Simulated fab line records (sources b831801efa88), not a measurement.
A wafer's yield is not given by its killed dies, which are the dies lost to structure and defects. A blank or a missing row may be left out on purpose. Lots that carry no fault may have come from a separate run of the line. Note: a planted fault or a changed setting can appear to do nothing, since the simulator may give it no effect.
Matching of chambers	flow gf180mcu	cmp-01 running GF_V4_CMP_26: 4 sister chambers
The step polishes, stops on SiO2, t overpolish 15 s, target thk 0 nm. 14 wafers are shown with their chamber, then 7 later ones without.

WAFERS WITH THEIR CHAMBER
wafer	chamber	motor-current-A (A)	time-to-endpoint-s (s)	overpolish-run-s (s)
L596.1	1	10.8	86	14.989
L596.4	3	9.7	87	14.985
L596.5	1	10.4	83	14.992
L600.1	0	13.2	86	14.982
L600.3	1	11.0	87	15.004
L600.6	0	13.1	85	15.000
L601.1	0	13.1	81	14.981
L601.4	3	9.1	86	14.993
L601.6	0	13.1	81	15.003
L603.2	1	10.5	86	14.998
L603.4	2	11.1	87	14.992
L603.5	1	10.9	86	14.995
L604.1	3	9.0	85	14.995
L604.3	2	11.4	80	15.002

SIGNATURES (means of the wafers above)
reading	chamber 0	chamber 1	chamber 2	chamber 3	scatter within a chamber
motor-current-A	13.125	10.720	11.250	9.267	0.246
time-to-endpoint-s	83.25	85.60	83.50	86.00	2.38
overpolish-run-s	14.99150	14.99560	14.99700	14.99100	0.00803
Rule: a wafer lies at a distance from a chamber equal to the root of the sum of squares, over the readings, of (its reading less the chamber's mean, divided by the reading's scatter). The wafer belongs to the nearest chamber; if the next one is less than 2 further off, it can't be placed. The scatter is the square root of a quotient: the sum, over the shown wafers, of each reading's squared deviation from its chamber's mean, divided by wafers minus chambers.

WAFERS WHOSE CHAMBER IS MISSING
wafer	motor-current-A (A)	time-to-endpoint-s (s)	overpolish-run-s (s)
L604.6	13.1	79	15.006
L605.2	13.2	82	14.992
L605.4	10.3	86	15.004
L605.6	13.0	85	14.999
L616.1	11.4	87	15.006
L616.2	13.0	87	15.002
L616.5	14.0	82	15.003

EACH ONE'S CHAMBER
wafer	from the rows above	in truth
L604.6	0	0
L605.2	0	0
L605.4	1	1
L605.6	0	0
L616.1	can't be placed: 2 or 1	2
L616.2	0	0
L616.5	0	0
6 of 7 placed correctly. From these rows, 1 cannot be placed; in 1 the true chamber is one of the candidates. 0 placed wrongly.
